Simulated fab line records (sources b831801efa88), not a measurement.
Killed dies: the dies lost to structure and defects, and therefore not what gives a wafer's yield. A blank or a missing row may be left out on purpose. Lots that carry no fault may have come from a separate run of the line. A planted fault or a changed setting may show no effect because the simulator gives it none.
A struck lot beside a sound one / flow gf180mcu / 16 steps out of a route of 602
Sound: wafers L662.2, L662.4, L662.5. Struck: wafer L667.6. (L667.2 of the same lot was not struck and is left out.) The cause comes at the end.
Each step with rows lists, per side, the tool, then ch with its chambers, then its first start. Under that, the readings that differ: sound wafers / struck wafers / difference of the means / sigmas: that difference in standard deviations of wafers without a fault.
alike: readings with means less than 2 such deviations apart, plus words and numbers identical on both sides. not compared: withheld readings, readings lacking a value on some wafer, bounds such as >300 that could conceal the same value, and numbers that have no deviation in the record and whose values overlap.
Wherever a step has rows on one side only, a row that says differs or no value, or a row with sigmas, the two part there. Numbers that have no deviation but don't overlap get no sigmas and don't part them. A reading that every wafer of one side lacks parts them only if that side has two wafers or more.

first, 4 steps without rows for these wafers: GF_M3_SOFTBAKE_10 (time 60 s); GF_M3_EXPOSE_11 (exposes mask Metal3, target cd 280 nm); GF_M3_PEB_12 (peb time 90 s); GF_M3_DEVELOP_13 (develop time 60 s).
GF_M3_CD_MEAS_14 targets a cd of 280 nm.
  sound: cd sem-02 at day 21 14:30; struck: cd sem-02 at day 23 12:05
  alike: cd nm
GF_M3_OVL_MEAS_15:
  sound: overlay-01 at day 21 14:37; struck: overlay-01 at day 23 12:11
  alike: M3_OVL
GF_M3_METAL_ETCH_16: etches the open film in Cl2/BCl3, stops on SiO2, target depth 750.8 nm, time 125.1 s.
  sound on rie metal-03 ch 0,1, day 21 14:38; struck on rie metal-02 ch 0, day 23 12:13
reading=bias w (W); sound=139.1 139.4 140.0; struck=140.6; difference=+1.1; sigmas=+3
reading=drypump motor current A (A); sound=6.1 6.1 6.1; struck=5.2; difference=-0.9; sigmas=-2
reading=oes product au (a.u.); sound=0.982 0.994 0.990; struck=0.977; difference=-0.012; sigmas=-2
  alike: throttle valve pct
  not compared: rf hours counter h
GF_M3_STRIP_17: strips in O2/N2.
  sound on plasma asher-01 ch 1, day 21 14:46; struck on plasma asher-02 ch 1, day 23 12:20
reading=drypump motor current A (A); sound=5.5 5.5 5.5; struck=6.4; difference=+0.9; sigmas=+2
reading=strip time to endpoint s (s); sound=7.46 7.35 7.34; struck=7.48; difference=+0.10; sigmas=+2
  alike: heater power w, n2 flow sccm, o2 flow sccm, oes product au
  not compared: rf hours counter h
then, 3 steps without rows for these wafers: GF_M3_STRIP_18 (strips in post etch residue remover, time 1200 s); GF_M3_CLEAN_19 (cleans in DIW); GF_V3_CVD_00 (deposits SiO2, target thk 600 nm, time 100 s).
GF_V3_THK_MEAS_01:
  sound: film metro-03 at day 21 15:23; struck: film metro-02 at day 23 12:59
  alike: V3_CVD_00_THK
GF_V3_CVD_02: deposits SiO2 from TEOS, target thk 850 nm, time 94.851 s.
  sound on pecvd-01 ch 0,2, day 21 15:26; struck on pecvd-04 ch 1, day 23 13:02
reading=model.SiO2_of_V3_CVD_02.thk nm (nm); sound=841.8 865 855.9; struck=1299; difference=+445; sigmas=
  alike: heater power w, susceptor temp C
GF_V3_THK_MEAS_03:
  sound: film metro-03 at day 21 15:31; struck: film metro-02 at day 23 13:07
reading=V3_CVD_02_THK (nm); sound=842 864 857; struck=1299; difference=+445; sigmas=+37
GF_V3_CMP_04: polishes SiO2.
  sound on cmp-02 ch 0,1, day 21 15:34; struck on cmp-01 ch 3, day 23 13:34
reading=motor current A (A); sound=16.1 14.8 14.1; struck=10.2; difference=-4.8; sigmas=-2
reading=time to endpoint s (s); sound=76 90 85; struck=243; difference=+159; sigmas=+25
  alike: slurry filter dp kPa
GF_V3_BOW_MEAS_05:
  sound: film metro-03 at day 21 15:53; struck: film metro-01 at day 23 13:47
  alike: V3_BOW

== WHERE THEY PART ==
Last at GF_V3_CMP_04 as far as this record goes, first at GF_M3_METAL_ETCH_16. Later steps at which nothing parts them and some readings are alike: GF_V3_BOW_MEAS_05.

WHY: whatever the simulator had introduced
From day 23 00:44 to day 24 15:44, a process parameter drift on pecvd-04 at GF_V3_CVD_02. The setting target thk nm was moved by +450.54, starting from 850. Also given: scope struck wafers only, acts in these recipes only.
